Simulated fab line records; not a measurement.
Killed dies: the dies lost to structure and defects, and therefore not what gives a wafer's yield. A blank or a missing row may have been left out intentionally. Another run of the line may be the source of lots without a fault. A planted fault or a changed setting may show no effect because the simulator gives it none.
Matching of chambers -- flow sfq-line -- cmp-02 running SFQ_TRILAYER_I6_CMP_CMP_166: 4 sister chambers
The step polishes SiO2. 8 wafers are shown with their chamber, then 6 later ones without.

EACH WAFER AND ITS CHAMBER
wafer,chamber,motor-current-A (A),time-to-endpoint-s (s)
L110.6,2,9.5,216
L122.6,2,9.2,221
L127.1,1,8.4,220
L127.5,0,10.9,226
L127.6,1,8.6,232
L129.2,3,9.9,214
L129.3,0,11.6,212
L129.5,3,9.5,210

WAFERS MISSING THEIR CHAMBER
wafer,motor-current-A (A),time-to-endpoint-s (s)
L130.4,8.6,221
L130.2,10.5,211
L130.5,8.9,224
L132.4,9.5,229
L132.1,10.8,209
L132.5,10.1,229

WHICH CHAMBER EACH WENT THROUGH
wafer,from the rows above,in truth
L130.4,can't be placed: 1 or 2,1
L130.2,can't be placed: 3 or 0 or 2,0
L130.5,can't be placed: 1 or 2 or 3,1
L132.4,can't be placed: 2 or 3 or 1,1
L132.1,can't be placed: 0 or 3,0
L132.5,can't be placed: 3 or 2 or 0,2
Correct placement for 0 of the 6. From these rows, 6 cannot be placed; in 6 the true chamber is one of the candidates. Placed wrongly: 0.
How it was worked out, from the rows above alone: a wafer's distance from a chamber is the root of the sum, over the readings, of the square of ((its reading less the chamber's mean) divided by the reading's scatter). If the next closest chamber is less than 2 further off than the closest, the wafer can't be placed; otherwise it belongs to the closest. Each chamber's mean is taken over the wafers shown for it. The scatter: the root of (the sum of the squares of (reading less its chamber's mean) over the shown wafers, divided by (wafers less chambers)).
